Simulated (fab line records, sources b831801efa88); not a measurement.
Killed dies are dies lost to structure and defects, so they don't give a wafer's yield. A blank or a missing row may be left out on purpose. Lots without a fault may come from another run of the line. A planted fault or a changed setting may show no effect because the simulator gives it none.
One fault seen from 2 desks | flow gf180mcu | each desk has only its own numbers; what lay behind them comes last

THE METROLOGY DESK
What the gauges read, lot by lot, whatever tool the lot ran on: means of the sampled wafers that have a number. A lot is out of limits, marked OUT, if its mean lies more than 4 standard deviations from the usual mean; the brackets give that distance.
Columns: A = M1_ALCU_RS at GF_M1_RS_MEAS_05, usual 0.0689 ohm/sq; B = M1_ALCU_THK at GF_M1_THK_MEAS_06, usual 460 nm; C = cd_nm at GF_M1_CD_MEAS_14, usual 230.5 nm; D = M1_OVL at GF_M1_OVL_MEAS_15, usual 2 nm
lot  | first seen here | A      | B   | C     | D
L285 | day 17 03:09    | 0.0690 | 462 | 230.8 | 3
L286 | day 17 10:24    | 0.0699 | 455 | 231.6 | -2
L287 | day 18 02:09    | 0.0685 | 462 | 230.2 | -6
L291 | day 19 06:57    | 0.0680 | 468 | 230.9 | 2
L292 | day 19 14:28    | 0.0685 | 465 | 232.2 | 4
L294 | day 20 06:49    | 0.0688 | 460 | 228.7 | -5
L304 | day 23 15:57    | 0.0685 | 460 | 230.4 | 5
This desk's finding: nothing out of limits on any of the 7 lots.

THE TOOL OWNER'S DESK: plasma_asher-04
The tool's own readings at GF_M1_STRIP_17 (strips in O2/N2): means of the sampled wafers that have a number, for each lot that ran on this tool. A lot is out of limits, marked OUT, if its mean lies more than 4 standard deviations from the usual mean; the brackets give that distance.
Columns: A = chamber_pressure_mTorr at GF_M1_STRIP_17, usual 1500.1 mTorr; B = drypump_motor_current_A at GF_M1_STRIP_17, usual 5.6 A; C = heater_power_w at GF_M1_STRIP_17, usual 308 W; D = oes_product_au at GF_M1_STRIP_17, usual 0.557 a.u.; E = strip_time_to_endpoint_s at GF_M1_STRIP_17, usual 7.87 s
lot  | first seen here | A                        | B   | C   | D     | E
L285 | day 18 02:27    | 1500.1                   | 5.4 | 295 | 0.558 | 7.86
L287 | day 19 02:04    | 1199.6 (-99 or more) OUT | 5.3 | 312 | 0.561 | 8.43 (+11) OUT
L291 | day 20 07:43    | 1201.0 (-99 or more) OUT | 5.3 | 307 | 0.552 | 8.43 (+11) OUT
L292 | day 20 15:08    | 1200.8 (-99 or more) OUT | 5.3 | 308 | 0.553 | 8.38 (+10) OUT
This desk's finding: out of limits on L287, L291, L292; first on L287, day 19 02:04 (chamber_pressure_mTorr at GF_M1_STRIP_17). In limits: L285.

PUT TOGETHER
The tool owner's desk could have raised an alarm at day 19 02:04, on L287, L291, L292.
The metrology desk saw nothing out of limits.
The metrology desk has L287, L291, L292 on record, within its limits.
Of the lots named, all ran GF_M1_STRIP_17 on plasma_asher-04.

WHAT THE SIMULATOR HAD PUT IN
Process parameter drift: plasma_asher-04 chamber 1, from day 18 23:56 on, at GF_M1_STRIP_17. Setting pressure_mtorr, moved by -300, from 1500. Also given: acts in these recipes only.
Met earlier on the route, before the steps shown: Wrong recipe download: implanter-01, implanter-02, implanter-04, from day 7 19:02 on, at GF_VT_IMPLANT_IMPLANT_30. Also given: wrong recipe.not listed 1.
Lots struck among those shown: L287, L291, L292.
Hours from the fault's start to each desk's first reading out of limits: the tool owner's desk, 2.
